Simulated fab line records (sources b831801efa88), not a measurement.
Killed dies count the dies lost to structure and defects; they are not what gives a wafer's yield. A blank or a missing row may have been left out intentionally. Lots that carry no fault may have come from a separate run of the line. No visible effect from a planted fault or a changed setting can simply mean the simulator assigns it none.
What tool caused it? | flow gf180mcu | Sampling: 14 lots, 40 wafers, 4 of 602 route steps

WHAT THE GAUGES READ, wafer by wafer
GF_HV_LDD_TW_MEAS_11.
lot  | measured     | on           | HV_LDD_TW
L217 | day 10 00:02 | filmMetro-02 | 2416 2423 2416
L218 | day 10 08:28 | filmMetro-03 | 2372 2378 2373
L219 | day 10 16:19 | filmMetro-04 | 2404 2423 2419
L220 | day 10 19:01 | filmMetro-03 | 2376 2379 2366
L221 | day 11 06:55 | filmMetro-02 | 2409 2411 2418
L226 | day 12 18:11 | filmMetro-02 | 2415 2403
L227 | day 13 02:44 | filmMetro-03 | 2366 2380
L232 | day 14 21:32 | filmMetro-04 | 2410 2411 2427
L234 | day 15 10:37 | filmMetro-04 | 2414 2412 2416
L235 | day 15 14:01 | filmMetro-04 | 2425 2413 2418
L237 | day 16 03:16 | filmMetro-03 | 2394 2400 2397
L238 | day 16 11:13 | filmMetro-04 | 2408 2405 2404
L239 | day 16 21:20 | filmMetro-04 | 2402 2400 2382
L240 | day 16 23:49 | filmMetro-02 | 2421 2413 2421

WHICH TOOL RAN EACH LOT (tool, then ch and the chambers of the sampled wafers, then the start)
lot  | GF_POLY_GATE_STRIP_14               | GF_HV_LDD_SOFTBAKE_03            | GF_HV_LDD_STRIP_10
L217 | plasmaAsher-04 ch 0,1, day 9 04:12  | lithoTrack-04 ch 0, day 9 15:16  | plasmaAsher-02 ch 0,1, day 9 23:57
L218 | plasmaAsher-02 ch 0,1, day 9 12:07  | lithoTrack-01 ch 0, day 9 23:10  | plasmaAsher-01 ch 1, day 10 08:22
L219 | plasmaAsher-02 ch 0,1, day 9 19:57  | lithoTrack-02 ch 0, day 10 07:13 | plasmaAsher-01 ch 0,1, day 10 16:13
L220 | plasmaAsher-04 ch 0,1, day 9 22:31  | lithoTrack-01 ch 0, day 10 10:16 | plasmaAsher-01 ch 0,1, day 10 18:55
L221 | plasmaAsher-03 ch 0,1, day 10 10:04 | lithoTrack-04 ch 0, day 10 20:56 | plasmaAsher-04 ch 0,1, day 11 06:49
L226 | plasmaAsher-02 ch 0,1, day 11 20:23 | lithoTrack-04 ch 0, day 12 07:31 | plasmaAsher-01 ch 1, day 12 18:05
L227 | plasmaAsher-04 ch 0,1, day 12 05:06 | lithoTrack-04 ch 0, day 12 17:01 | plasmaAsher-01 ch 0,1, day 13 02:39
L232 | plasmaAsher-02 ch 0,1, day 13 22:10 | lithoTrack-02 ch 0, day 14 10:59 | plasmaAsher-01 ch 0,1, day 14 21:25
L234 | plasmaAsher-03 ch 0,1, day 14 10:16 | lithoTrack-02 ch 0, day 14 23:11 | plasmaAsher-02 ch 0,1, day 15 10:31
L235 | plasmaAsher-03 ch 0,1, day 14 13:28 | lithoTrack-01 ch 0, day 15 02:28 | plasmaAsher-02 ch 0,1, day 15 13:55
L237 | plasmaAsher-02 ch 0,1, day 15 03:10 | lithoTrack-02 ch 0, day 15 15:53 | plasmaAsher-01 ch 0,1, day 16 03:10
L238 | plasmaAsher-04 ch 0,1, day 15 11:16 | lithoTrack-01 ch 0, day 15 23:04 | plasmaAsher-02 ch 0,1, day 16 11:07
L239 | plasmaAsher-04 ch 0,1, day 15 20:33 | lithoTrack-04 ch 0, day 16 09:29 | plasmaAsher-01 ch 0,1, day 16 21:15
L240 | plasmaAsher-02 ch 0,1, day 15 23:10 | lithoTrack-01 ch 0, day 16 12:08 | plasmaAsher-04 ch 0,1, day 16 23:43
- GF_POLY_GATE_STRIP_14: strips in O2/N2.
- GF_HV_LDD_SOFTBAKE_03: time 60 s.
- GF_HV_LDD_STRIP_10: strips in O2/N2.

AS READ BY THE TOOLS THEMSELVES (means over the sampled wafers that have a number; for cases with no such wafer, the mark the record gives instead)
GF_POLY_GATE_STRIP_14.
lot  | tool           | drypumpMotorCurrentA (A) | heaterPowerW (W) | n2FlowSccm (sccm) | oesProductAu (a.u.)
L217 | plasmaAsher-04 | 5.36                     | 333              | 299.7             | 0.506
L218 | plasmaAsher-02 | 5.73                     | 322              | 300.9             | 0.500
L219 | plasmaAsher-02 | 5.63                     | 317              | 299.6             | 0.507
L220 | plasmaAsher-04 | 5.34                     | 334              | 299.4             | 0.505
L221 | plasmaAsher-03 | 5.96                     | 332              | 299.8             | 0.501
L226 | plasmaAsher-02 | 5.70                     | 320              | 301.4             | 0.508
L227 | plasmaAsher-04 | 5.41                     | 332              | 299.6             | 0.500
L232 | plasmaAsher-02 | 5.64                     | 322              | 300.4             | 0.501
L234 | plasmaAsher-03 | 5.96                     | 330              | 299.6             | 0.503
L235 | plasmaAsher-03 | 5.69                     | 331              | 300.3             | 0.502
L237 | plasmaAsher-02 | 5.63                     | 318              | 299.0             | 0.508
L238 | plasmaAsher-04 | 5.33                     | 333              | 300.6             | 0.502
L239 | plasmaAsher-04 | 5.46                     | 334              | 300.3             | 0.504
L240 | plasmaAsher-02 | 5.63                     | 318              | 299.9             | 0.506

GF_HV_LDD_SOFTBAKE_03.
lot  | tool          | heaterPowerTotalW (W) | runLengthS (s)
L217 | lithoTrack-04 | 56.58                 | 89.10
L218 | lithoTrack-01 | 56.57                 | 89.02
L219 | lithoTrack-02 | 56.63                 | 88.95
L220 | lithoTrack-01 | 56.58                 | 88.93
L221 | lithoTrack-04 | 56.58                 | 89.16
L226 | lithoTrack-04 | 56.57                 | 97.22
L227 | lithoTrack-04 | 56.57                 | 97.02
L232 | lithoTrack-02 | 56.57                 | 88.99
L234 | lithoTrack-02 | 56.61                 | 88.84
L235 | lithoTrack-01 | 56.61                 | 89.04
L237 | lithoTrack-02 | 56.60                 | 88.80
L238 | lithoTrack-01 | 56.62                 | 88.91
L239 | lithoTrack-04 | 56.59                 | 89.17
L240 | lithoTrack-01 | 56.58                 | 88.98

GF_HV_LDD_STRIP_10.
lot  | tool           | drypumpMotorCurrentA (A) | heaterPowerW (W) | n2FlowSccm (sccm) | oesProductAu (a.u.) | stripTimeToEndpointS (s)
L217 | plasmaAsher-02 | 5.65                     | 320              | 300.8             | 0.716               | 12.59
L218 | plasmaAsher-01 | 5.30                     | 323              | 300.8             | 0.713               | 12.62
L219 | plasmaAsher-01 | 5.39                     | 318              | 300.6             | 0.719               | 12.58
L220 | plasmaAsher-01 | 5.46                     | 311              | 300.2             | 0.717               | 12.66
L221 | plasmaAsher-04 | 5.35                     | 334              | 300.5             | 0.712               | 12.69
L226 | plasmaAsher-01 | 5.33                     | 320              | 300.8             | 0.713               | 12.59
L227 | plasmaAsher-01 | 5.41                     | 322              | 300.8             | 0.711               | 12.60
L232 | plasmaAsher-01 | 5.38                     | 324              | 300.2             | 0.717               | 12.63
L234 | plasmaAsher-02 | 5.74                     | 322              | 301.0             | 0.718               | 12.63
L235 | plasmaAsher-02 | 5.66                     | 320              | 300.9             | 0.722               | 12.62
L237 | plasmaAsher-01 | 5.45                     | 318              | 298.8             | 0.719               | 12.63
L238 | plasmaAsher-02 | 5.64                     | 323              | 299.0             | 0.715               | 12.62
L239 | plasmaAsher-01 | 5.44                     | 315              | 300.1             | 0.715               | 12.64
L240 | plasmaAsher-04 | 5.44                     | 332              | 300.6             | 0.721               | 12.61

THE ANSWER, worked out from the rows above alone
Rule: the usual values come from the lots themselves. The widest of any qualifying gaps counts: lots, ordered by their means at a reading, are off when they make up no more than a third of the lots, leave a main group of 4 or more, and stand apart from it by 3 or more times the standard deviation of that group's means. Not used: any main group whose means are identical at the precision the tables above print for the reading. A lot without any number at a reading at which 4 lots or more have one is off too. Any other lot the step has rows for is counted as sound. Order of review: gauges by route order, followed by the tools' own readings, for which a lot's mean as printed above is used. The first step at which some lot is off is used, and at that step the reading that is off furthest; a lot without a number counts as furthest.
Off, at GF_HV_LDD_SOFTBAKE_03 on runLengthS: L226, L227. The main group has a mean of 88.99 s with a standard deviation of 0.11.
If a tool, at that step or one of the process steps before it, ran each lot that is off and ran no sound lot following the first of them, it fits. None of those tried fits.

WHAT THE SIMULATOR HAD INSERTED
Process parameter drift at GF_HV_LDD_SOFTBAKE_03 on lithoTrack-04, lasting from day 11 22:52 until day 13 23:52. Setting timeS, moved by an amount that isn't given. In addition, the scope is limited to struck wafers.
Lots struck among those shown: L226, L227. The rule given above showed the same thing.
